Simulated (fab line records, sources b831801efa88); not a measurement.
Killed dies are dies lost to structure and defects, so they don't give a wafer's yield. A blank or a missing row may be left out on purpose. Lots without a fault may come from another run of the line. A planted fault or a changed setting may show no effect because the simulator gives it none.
A struck lot beside a sound one | flow sky130 | 26 steps out of a route of 708
Sound: wafers L450.2, L450.5, L450.6. Struck: wafers L454.1, L454.2, L454.4. The cause comes at the end.
At each step with rows: each side's tool, then ch and its chambers, then its first start. Under that, the readings that differ: sound wafers | struck wafers | difference of the means | sigmas: that difference in standard deviations of wafers without a fault.
alike: readings whose means differ by less than 2 such deviations, and words and numbers that are the same on both sides. not compared: withheld readings, readings that some wafer has no value for, bounds like >300 that may hide the same value, and numbers for which the record gives no deviation and whose values overlap.
The two part at a step that has a row with sigmas, a row that says differs or no value, or rows on one side only. Numbers that don't overlap but have no deviation are shown without sigmas and don't part them. A reading that every wafer of one side lacks parts them only if that side has two wafers or more.

first, 8 steps without rows for these wafers: SKY_FIELD_ISO_DEHYDRATE_05 (time 60 s); SKY_FIELD_ISO_HMDS_06 (prime time 60 s); SKY_FIELD_ISO_COAT_07 (resist thk 60 nm); SKY_FIELD_ISO_COAT_08 (resist thk 450 nm); SKY_FIELD_ISO_SOFTBAKE_09 (time 90 s); SKY_FIELD_ISO_EXPOSE_10 (exposes mask FOM, target cd 150 nm); SKY_FIELD_ISO_PEB_11; SKY_FIELD_ISO_DEVELOP_12 (develop time 60 s).
SKY_FIELD_ISO_CD_MEAS_13: target cd 150 nm.
  sound on cd_sem-02, day 3 02:48; struck on cd_sem-02, day 3 23:04
  alike: cd_nm
SKY_FIELD_ISO_ETCH_14: etches BARC in N2/H2, stops on SiO2, time 45.9 s, target depth 60 nm.
  sound on rie_diel-03 ch 1,2, day 3 02:54; struck on rie_diel-04 ch 0,2,3, day 3 23:11
  alike: bias_w, drypump_motor_current_A, oes_product_au, run_length_s, throttle_valve_pct
  not compared: rf_hours_counter_h
SKY_FIELD_ISO_ETCH_15: etches the open film in CHF3/O2, stops on Si, target depth 180 nm, time 72 s.
  sound on rie_diel-03 ch 1,2, day 3 02:56; struck on rie_diel-04 ch 0,2,3, day 3 23:14
  alike: bias_w, drypump_motor_current_A, oes_product_au, run_length_s, throttle_valve_pct
  not compared: rf_hours_counter_h
SKY_FIELD_ISO_STRIP_16: strips in O2/N2.
  sound on plasma_asher-03 ch 0,1, day 3 03:00; struck on plasma_asher-03 ch 0,1, day 3 23:17
  alike: drypump_motor_current_A, oes_product_au, strip_time_to_endpoint_s
  not compared: rf_hours_counter_h
SKY_FIELD_ISO_ETCH_17: etches Si in HBr/Cl2/O2, target depth 342 nm, time 97.7 s.
  sound on rie_si-01 ch 1,2, day 3 03:06; struck on rie_si-02 ch 0,1,2, day 3 23:23
  reading                                     | sound             | struck          | difference                    | sigmas
  bias_w (W)                                  | 150.2 150.3 149.6 | - - -           | no value on the struck wafers |
  run_length_s (s)                            | 126.1 126.3 126.1 | 83.9 84.7 85.4  | -41.5                         | -99
  model.FIELD_ISO.feature_depth_nm (nm)       | 331.8 335.2 340.8 | 198.8 197 195.2 | -138.9                        |
  model.etch.depth_nm (nm)                    | 331.8 335.2 340.8 | 198.8 197 195.2 | -138.9                        |
  model.Si3N4_of_FIELD_ISO_CVD_03.thk_nm (nm) | 151.3 148.4 148.7 | 155 154.6 153.7 | +5                            |
  alike: HBr_flow_sccm, drypump_motor_current_A, oes_product_au, throttle_valve_pct
  not compared: rf_hours_counter_h
then, 5 steps without rows for these wafers: SKY_FIELD_ISO_WET_ETCH_18 (etches Si3N4 in H3PO4, target depth 25 nm, time 286 s); SKY_FIELD_ISO_CLEAN_19 (cleans in SC1/SC2, time 150 s); SKY_FIELD_ISO_CLEAN_20 (cleans in dHF, time 20 s); SKY_FIELD_ISO_WET_ETCH_21 (etches SiO2 in dHF, target depth 20 nm, time 400 s); SKY_FIELD_ISO_OXIDATION_22 (stabilise 600 s, purge 300 s, target thk 10 nm).
SKY_FIELD_ISO_THK_MEAS_23:
  sound on film_metro-03, day 3 05:14; struck on film_metro-03, day 4 00:56
  reading                         | sound          | struck            | difference | sigmas
  FIELD_ISO_OXIDATION_01_THK (nm) | 9.81 9.81 9.78 | 10.25 10.18 10.23 | +0.42      | +2
then, 1 step without rows for these wafers: SKY_FIELD_ISO_CVD_24 (deposits SiO2, target thk 595 nm, time 99.2 s).
SKY_FIELD_ISO_THK_MEAS_25:
  sound on film_metro-01, day 3 05:22; struck on film_metro-01, day 4 01:04
  alike: FIELD_ISO_CVD_24_THK
then, 1 step without rows for these wafers: SKY_FIELD_ISO_ANNEAL_26 (time 1800 s).
SKY_FIELD_ISO_CMP_27: polishes, stops on Si3N4, t overpolish 14.79 s, target thk 457.8 nm.
  sound on cmp-02 ch 1,2,3, day 3 07:04; struck on cmp-01 ch 1,2,3, day 4 02:37
  reading                | sound       | struck      | difference | sigmas
  time_to_endpoint_s (s) | 118 112 118 | 110 105 103 | -10        | -2
  alike: motor_current_A, overpolish_run_s, slurry_flow_ml_min
SKY_FIELD_ISO_WET_ETCH_28: etches SiO2 in dHF, target depth 23.7 nm, time 47 s.
  sound on wet_bench-04 ch 3, day 3 07:13; struck on wet_bench-03 ch 2, day 4 02:55
  reading                                     | sound             | struck            | difference | sigmas
  bath_heat_duty_pct (%)                      | 8.1 7.9 7.3       | 5.9 6.1 6.8       | -1.5       | -3
  model.Si3N4_of_FIELD_ISO_CVD_03.thk_nm (nm) | 120.7 117.9 118.1 | 123.7 123.5 122.5 | +4.3       |
  alike: run_length_s
then, 1 step without rows for these wafers: SKY_FIELD_ISO_WET_ETCH_29 (etches Si3N4 in H3PO4, target depth 160 nm, time 1825 s).
-- the record jumps here: 44 days lie between the struck wafers' starts before and after (it left off in module FIELD_ISO and takes up again in module PAD_OPEN, whose first step shown is number 708 of the route) --
SKY_PAD_OPEN_PROBE_99:
  sound on prober-01, day 46 22:50; struck on prober-02, day 47 19:57
  reading                                 | sound                         | struck                       | difference | sigmas
  model.etest.res_p_drift_20v.line_ohm_um | 1.001e+04 1.016e+04 1.06e+04  | 7660 7536 7531               | -2681      |
  model.etest.res_p_drift_20v.rs_ohm_sq   | 8551 8541 8723                | 6294 6249 6223               | -2350      |
  model.etest.pfet_16v.r_on_ohm_um        | 1.495e+04 1.489e+04 1.502e+04 | 1.21e+04 1.204e+04 1.204e+04 | -2.89e+03  |
  model.etest.res_iso_pwell.rs_ohm_sq     | 3053 3030 3180                | 1788 1793 1787               | -1298      |
  model.etest.nfet_16v.r_on_ohm_um        | 1.448e+04 1.432e+04 1.45e+04  | 1.36e+04 1.355e+04 1.353e+04 | -8.73e+02  |
  model.etest.res_iso_pwell.line_ohm_um   | 1166 1157 1220                | 675.6 664.3 661.7            | -513.8     |
  model.etest.res_nwell.line_ohm_um       | 1071 1062 1092                | 845.6 849.3 849.6            | -226.8     |
  model.etest.res_nwell.rs_ohm_sq         | 899.8 900.2 915.4             | 699.3 693.8 696.2            | -208.7     |
  alike: killed_at_M0_to_M3, killed_at_M4_up, killed_at_contacts, killed_at_front_end, killed_at_other, killed_dies, killed_open, killed_short

WHERE THEY PART
First at SKY_FIELD_ISO_ETCH_17; last, within this record, at SKY_FIELD_ISO_WET_ETCH_28. Later steps at which nothing parts them and some readings are alike: SKY_PAD_OPEN_PROBE_99.

WHY: what the simulator had put in
Process parameter drift: rie_si-02, from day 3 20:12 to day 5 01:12, at SKY_FIELD_ISO_ETCH_17. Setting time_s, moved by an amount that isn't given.
